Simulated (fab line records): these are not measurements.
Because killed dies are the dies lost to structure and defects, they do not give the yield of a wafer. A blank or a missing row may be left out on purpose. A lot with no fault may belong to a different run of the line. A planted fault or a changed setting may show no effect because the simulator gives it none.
Which tool was responsible? + flow sky130 + 6 lots with 18 wafers sampled at 3 steps, on a route of 708 steps

WHAT THE GAUGES READ, wafer by wafer
SKY_CAP2M_THK_MEAS_01.
| lot  | measured     | on            | CAP2M_CVD_00_THK (nm) |
|------|--------------|---------------|-----------------------|
| L545 | day 40 00:09 | film metro-04 | 15.15 15.51 15.25     |
| L547 | day 40 23:41 | film metro-04 | 15.49 15.31 15.38     |
| L551 | day 41 21:04 | film metro-03 | 15.20 15.29 15.64     |
| L553 | day 42 16:00 | film metro-04 | 15.57 15.90 15.29     |
| L563 | day 45 10:01 | film metro-01 | 24.40 24.56 24.79     |
| L566 | day 46 03:11 | film metro-04 | 15.30 15.48 15.50     |

WHICH TOOL RAN EACH LOT (tool, then ch and the chambers of the sampled wafers, then the start)
| lot  | SKY_VIA3_SPUTTER_20          | SKY_CAP2M_CVD_00                |
|------|------------------------------|---------------------------------|
| L545 | pvd sputter-03, day 39 23:18 | pecvd-04 ch 1,2, day 40 00:07   |
| L547 | pvd sputter-02, day 40 22:51 | pecvd-03 ch 0,1,2, day 40 23:40 |
| L551 | pvd sputter-01, day 41 20:13 | pecvd-03 ch 0,1, day 41 21:02   |
| L553 | pvd sputter-03, day 42 14:58 | pecvd-04 ch 0,1, day 42 15:58   |
| L563 | pvd sputter-01, day 45 09:11 | pecvd-03 ch 0,1, day 45 10:00   |
| L566 | pvd sputter-01, day 46 02:17 | pecvd-04 ch 0,1,2, day 46 03:10 |
- SKY_VIA3_SPUTTER_20: material TiN, target thk 20 nm, time 80 s.
- SKY_CAP2M_CVD_00: deposits SiO2, target thk 15.5 nm.

THE ANSWER, worked out from the rows above alone
Rule: the usual values come from the lots themselves. The widest of any qualifying gaps counts: lots, ordered by their means at a reading, are off when they make up no more than a third of the lots, leave a main group of 4 or more, and stand apart from it by 3 or more times the standard deviation of that group's means. A main group is skipped when, at the precision printed for the reading in the tables above, its means are all equal. A lot without any number at a reading at which 4 lots or more have one is off too. The other lots that the step has rows for count as sound.
Off: L563, at SKY_CAP2M_THK_MEAS_01 (CAP2M_CVD_00_THK). Mean 15.42 nm and standard deviation 0.094 in the main group.
If a tool, at a process step before that reading, ran all the lots that are off and no sound lot after the first of them, it fits. Those tools and the gauges at SKY_CAP2M_THK_MEAS_01 are tried in the same way. Can't be told from this: 2 tools fit, pecvd-03 at SKY_CAP2M_CVD_00, film metro-01 at SKY_CAP2M_THK_MEAS_01.

WHAT THE SIMULATOR HAD PUT IN
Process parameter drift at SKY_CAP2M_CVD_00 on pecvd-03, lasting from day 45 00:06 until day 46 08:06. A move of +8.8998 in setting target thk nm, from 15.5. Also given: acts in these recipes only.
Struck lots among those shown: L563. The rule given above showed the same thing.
